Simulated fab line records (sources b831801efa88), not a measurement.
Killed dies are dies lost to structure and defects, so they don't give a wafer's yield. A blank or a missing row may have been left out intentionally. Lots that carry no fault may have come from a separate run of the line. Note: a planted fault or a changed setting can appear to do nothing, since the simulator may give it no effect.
fab line records    flow sky130
record: lots: 12  wafers: 36  last-day: 50
route steps=708 shown CAPM@538 VIA3@593 CAP2M@603
lots untouched by any fault: they come from a run of this same line in which no faults occurred
start-h: the number of hours between the record's first day and the start of the first shown wafer of the lot    wait-h: hours since the lot's step before    " same as the row above    L1.1+2: a row that stands for several wafers    - no value, or no start given    * or withheld: withheld    < > ~ a bound
route shown NAME@n: names a module that has steps shown in the file, with the first one's number in the route    usual: the fault-free wafers' mean and standard deviation    same: alike in all rows    chamber/n: place in a boat    sites: readings site by site    _std_site: how widely they spread, as a standard deviation    _edge_site: inner sites' mean taken away from outer sites' mean    radius-mm: for every site, how far away it sits from the centre of the wafer    mask NAME#n: copy n    behind: the tool/chamber that last shaped the wafer    hold: the reason the lot was held/the length of the hold in hours/how it ended    device: names the non-switching transistor (n, p or np)    end of line: the same wafers' tests at the end of the route    a step without rows: its recipe alone    killed: at the first sort, the dies lost to defects and structure; wafer yield is something else    map: the dies of a wafer, with x for killed, . for not killed, _ for no die there
set.NAME: the setting that was run; set.NAME@STEP: the one run at that earlier step    model.NAME: the simulator's own value behind a step, which no gauge read
steps of the route over a sample of lots; a table a step, a row a wafer
services: a tool's chamber out of use, with start hour (start-h, from the record's first day; less than 0 if before it), hours out, and reason
== steps ==
step: SKY_CAPM_THK_MEAS_01
recipe: reads: SiO2_of_CAPM_CVD_00
usual: CAPM_CVD_00_THK: 15.46/0.25
lot.wafer  tool           chamber  start-h  wait-h  CAPM_CVD_00_THK[nm]
L803.2     film-metro-02  -        861.35   -       15.53
L803.3     "              -        "        "       15.48
L803.4     "              -        "        "       15.74
L804.4     film-metro-04  -        866.12   -       15.68
L804.5     "              -        "        "       15.79
L804.6     "              -        "        "       15.44
L805.3     film-metro-02  -        875.54   -       15.81
L805.4     "              -        "        "       15.87
L805.5     "              -        "        "       15.86
L806.3     film-metro-02  -        883.67   -       15.54
L806.5     "              -        "        "       15.75
L806.6     "              -        "        "       15.51
L809.1     film-metro-02  -        908.82   -       15.25
L809.2     "              -        "        "       15.44
L809.3     "              -        "        "       15.36
L810.1     film-metro-04  -        916.13   -       15.38
L810.2     "              -        "        "       15.62
L810.3     "              -        "        "       15.12
L819.1     film-metro-04  -        971.68   -       15.39
L819.4     "              -        "        "       15.67
L819.5     "              -        "        "       15.63
L821.2     film-metro-02  -        987.55   -       15.63
L821.3     "              -        "        "       15.32
L821.5     "              -        "        "       15.61
L822.3     film-metro-02  -        996.50   -       15.32
L822.5     "              -        "        "       15.24
L822.6     "              -        "        "       15.45
L823.1     film-metro-03  -        1002.33  -       15.52
L823.2     "              -        "        "       15.18
L823.6     "              -        "        "       15.51
L824.1     film-metro-04  -        1014.92  -       14.97
L824.3     "              -        "        "       15.23
L824.5     "              -        "        "       15.34
L825.2     film-metro-02  -        1018.75  -       15.74
L825.3     "              -        "        "       15.36
L825.5     "              -        "        "       15.86
step: SKY_VIA3_SPUTTER_20
recipe: material: TiN  target-thk-nm: 20  chamber-pressure-pa: 5  power-w: 4000  time-s: 80
usual: throttle-valve-pct: 29.6/1.2
lot.wafer  tool            chamber  start-h  wait-h  throttle-valve-pct
L803.2     pvd-sputter-03  -        939.49   0.0     32.4
L803.3     "               -        "        "       29.8
L803.4     "               -        "        "       32.3
L804.4     pvd-sputter-03  -        947.23   0.0     29.4
L804.5     "               -        "        "       29.6
L804.6     "               -        "        "       29.7
L805.3     pvd-sputter-04  -        952.08   0.0     28.7
L805.4     "               -        "        "       29.1
L805.5     "               -        "        "       30.1
L806.3     pvd-sputter-04  -        961.48   0.0     27.7
L806.5     "               -        "        "       28.8
L806.6     "               -        "        "       29.0
L809.1     pvd-sputter-04  -        985.02   0.0     30.0
L809.2     "               -        "        "       27.5
L809.3     "               -        "        "       29.0
L810.1     pvd-sputter-01  -        990.78   0.0     28.9
L810.2     "               -        "        "       30.3
L810.3     "               -        "        "       29.4
L819.1     pvd-sputter-04  -        1044.41  0.0     28.9
L819.4     "               -        "        "       29.1
L819.5     "               -        "        "       27.6
L821.2     pvd-sputter-04  -        1058.84  0.0     29.3
L821.3     "               -        "        "       27.7
L821.5     "               -        "        "       29.0
L822.3     pvd-sputter-01  -        1066.62  0.0     28.9
L822.5     "               -        "        "       30.4
L822.6     "               -        "        "       29.5
L823.1     pvd-sputter-03  -        1073.22  0.0     31.7
L823.2     "               -        "        "       30.1
L823.6     "               -        "        "       29.4
L824.1     pvd-sputter-03  -        1083.80  0.0     32.2
L824.3     "               -        "        "       31.1
L824.5     "               -        "        "       30.0
L825.2     pvd-sputter-01  -        1087.39  0.0     29.7
L825.3     "               -        "        "       30.2
L825.5     "               -        "        "       28.8
step: SKY_CAP2M_CVD_00
recipe: material: SiO2  target-thk-nm: 15.5  temp-c: 400  time-s: withheld  rf-w: 450
usual: heater-power-w: 748/99
lot.wafer  tool      chamber  start-h  wait-h  heater-power-w
L803.2     pecvd-02  1        940.72   0.0     614
L803.3     "         0        "        "       623
L803.4     "         0        "        "       624
L804.4     pecvd-04  2        948.06   0.0     589
L804.5     "         1        "        "       707
L804.6     "         0        "        "       960
L805.3     pecvd-04  0        952.91   0.0     1071
L805.4     "         2        "        "       671
L805.5     "         2        "        "       667
L806.3     pecvd-01  1        962.30   0.0     704
L806.5     "         1        "        "       719
L806.6     "         2        "        "       852
L809.1     pecvd-04  0        985.84   0.0     989
L809.2     "         1        "        "       822
L809.3     "         2        "        "       678
L810.1     pecvd-02  1        991.59   0.0     686
L810.2     "         0        "        "       732
L810.3     "         2        "        "       737
L819.1     pecvd-04  1        1045.40  0.0     776
L819.4     "         0        "        "       979
L819.5     "         2        "        "       690
L821.2     pecvd-01  2        1059.72  0.0     848
L821.3     "         2        "        "       837
L821.5     "         0        "        "       785
L822.3     pecvd-01  2        1067.44  0.0     825
L822.5     "         0        "        "       678
L822.6     "         1        "        "       717
L823.1     pecvd-01  0        1074.04  0.0     712
L823.2     "         1        "        "       795
L823.6     "         1        "        "       771
L824.1     pecvd-01  1        1084.61  0.0     782
L824.3     "         2        "        "       826
L824.5     "         1        "        "       803
L825.2     pecvd-01  1        1088.21  0.0     738
L825.3     "         2        "        "       730
L825.5     "         1        "        "       762
step: SKY_CAP2M_METAL_ETCH_13
recipe: target-depth-nm: 220  stop-on: SiO2  chemistry: Cl2/BCl3  target: TiN  pressure-mtorr: 10  icp-w: 900  bias-w: 48.5  Cl2_flow_sccm: 60  bcl3-flow-sccm: 30  time-s: 62.9
usual: bcl3-flow-sccm: 30.01/0.081  chamber-pressure-mTorr: 10.001/0.0092  drypump-motor-current-A: 5.8/0.38  oes-product-au: 0.941/0.01  throttle-valve-pct: 21.900/0.0097
lot.wafer  tool          chamber  start-h  wait-h  bcl3-flow-sccm  chamber-pressure-mTorr  drypump-motor-current-A  oes-product-au  rf-hours-counter-h  throttle-valve-pct
L803.2     rie-metal-02  1        964.51   0.0     29.90           10.017                  5.3                      0.939           8                   21.911
L803.3     "             1        "        "       29.96           10.001                  5.3                      0.944           -                   21.884
L803.4     "             0        "        "       30.11           9.994                   5.9                      0.942           -                   21.912
L804.4     rie-metal-02  0        971.74   0.0     29.91           10.006                  5.9                      0.944           -                   21.890
L804.5     "             0        "        "       30.12           10.004                  5.9                      0.942           -                   21.891
L804.6     "             1        "        "       29.95           9.991                   5.3                      0.933           -                   21.902
L805.3     rie-metal-03  1        976.75   0.1     30.07           10.010                  6.2                      0.929           -                   21.902
L805.4     "             1        "        "       30.19           9.987                   6.2                      0.933           -                   21.915
L805.5     "             1        "        "       30.05           10.017                  6.2                      0.928           -                   21.902
L806.3     rie-metal-02  0        986.20   0.0     29.99           10.000                  5.9                      0.927           -                   21.906
L806.5     "             0        "        "       30.08           9.991                   5.9                      0.943           -                   21.898
L806.6     "             1        "        "       29.98           10.013                  5.3                      0.937           -                   21.902
L809.1     rie-metal-02  0        1009.71  0.0     29.88           9.985                   5.9                      0.945           14                  21.892
L809.2     "             1        "        "       30.10           12.025                  5.4                      0.928           11                  21.911
L809.3     "             0        "        "       29.94           9.992                   6.0                      0.943           -                   21.891
L810.1     rie-metal-02  0        1014.95  0.0     30.00           9.998                   5.9                      0.961           14                  21.879
L810.2     "             1        "        "       29.94           11.985                  5.3                      0.956           11                  21.893
L810.3     "             0        "        "       30.03           10.005                  5.9                      0.944           -                   21.893
L819.1     rie-metal-03  0        1066.63  0.0     29.90           10.015                  6.4                      0.943           17                  21.894
L819.4     "             0        "        "       30.02           10.011                  6.4                      0.942           -                   21.900
L819.5     "             0        "        "       30.02           9.987                   6.4                      0.943           -                   21.900
L821.2     rie-metal-01  1        1080.95  0.0     29.96           10.002                  6.1                      0.964           12                  21.884
L821.3     "             1        "        "       30.04           10.004                  6.1                      0.942           -                   21.914
L821.5     "             0        "        "       30.10           10.002                  5.3                      0.940           -                   21.900
L822.3     rie-metal-03  1        1088.57  0.0     30.02           9.984                   6.2                      0.933           -                   21.907
L822.5     "             0        "        "       29.99           10.007                  6.4                      0.920           -                   21.905
L822.6     "             1        "        "       30.08           9.996                   6.1                      0.956           -                   21.899
L823.1     rie-metal-01  0        1094.93  0.0     29.91           10.003                  5.4                      0.940           20                  21.895
L823.2     "             1        "        "       30.17           10.025                  6.0                      0.936           13                  21.906
L823.6     "             0        "        "       29.96           10.008                  5.3                      0.943           -                   21.911
L824.1     rie-metal-02  1        1105.41  0.0     30.04           9.999                   5.3                      0.945           17                  21.893
L824.3     "             1        "        "       30.17           10.016                  5.3                      0.935           -                   21.911
L824.5     "             1        "        "       30.03           9.989                   5.3                      0.936           -                   21.890
L825.2     rie-metal-02  0        1108.51  0.0     30.02           9.996                   6.0                      0.956           21                  21.887
L825.3     "             0        "        "       29.99           10.016                  6.0                      0.945           -                   21.896
L825.5     "             1        "        "       30.04           10.001                  5.4                      0.949           -                   21.891
== services ==
tool            chamber  start-h  hours  kind
pvd-sputter-04  -        938.80   2.7    repair
pvd-sputter-01  -        948.57   15.8   repair
pecvd-04        1        950.15   16.5   scheduled-down
rie-metal-01    -        967.93   4.3    pm
pecvd-01        -        974.17   16.3   repair
rie-metal-03    0        975.18   21.3   repair
pecvd-02        1        978.51   7.4    repair
pecvd-04        1        999.38   -      clean
pecvd-04        1        999.38   -      consumable-replace:showerhead
pecvd-04        1        999.38   29.0   scheduled-down
pecvd-04        1        999.38   29.0   vent-cycle
pecvd-01        0        1002.46  5.5    scheduled-down
rie-metal-03    -        1002.87  0.5    repair
pvd-sputter-01  -        1004.35  3.2    repair
pecvd-01        2        1023.14  4.7    repair
rie-metal-03    -        1037.16  14.6   pm
pvd-sputter-01  -        1056.52  1.0    repair
pecvd-01        1        1058.81  2.1    scheduled-down
rie-metal-01    0        1064.66  3.6    repair
pecvd-02        -        1065.71  14.6   pm
rie-metal-03    -        1070.57  1.8    repair
pecvd-01        -        1075.55  2.8    pm
pvd-sputter-04  -        1080.14  4.7    repair
pecvd-01        0        1105.96  2.1    scheduled-down
== key ==
first-sign: step: SKY_CAP2M_METAL_ETCH_13  reading: chamber-pressure-mTorr  direction: up  sigmas: 99+  usual: 10.001  struck: 12.005
effect none on later readings
met-at SKY_CAP2M_METAL_ETCH_13
struck-lots L809,L810
struck-wafers L809.2,L810.2
not-acting-at SKY_CAPM_THK_MEAS_01,SKY_VIA3_SPUTTER_20,SKY_CAP2M_CVD_00
onset-between 986.20 1009.71
fault: kind: process-parameter-drift  tool: rie-metal-02  chamber: 1  onset-h: 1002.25  steps: SKY_CAP2M_METAL_ETCH_13  channel: pressure-mtorr  offset: 2  shape: step  end-h: 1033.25  acts-in: these-recipes-only  stated: 10
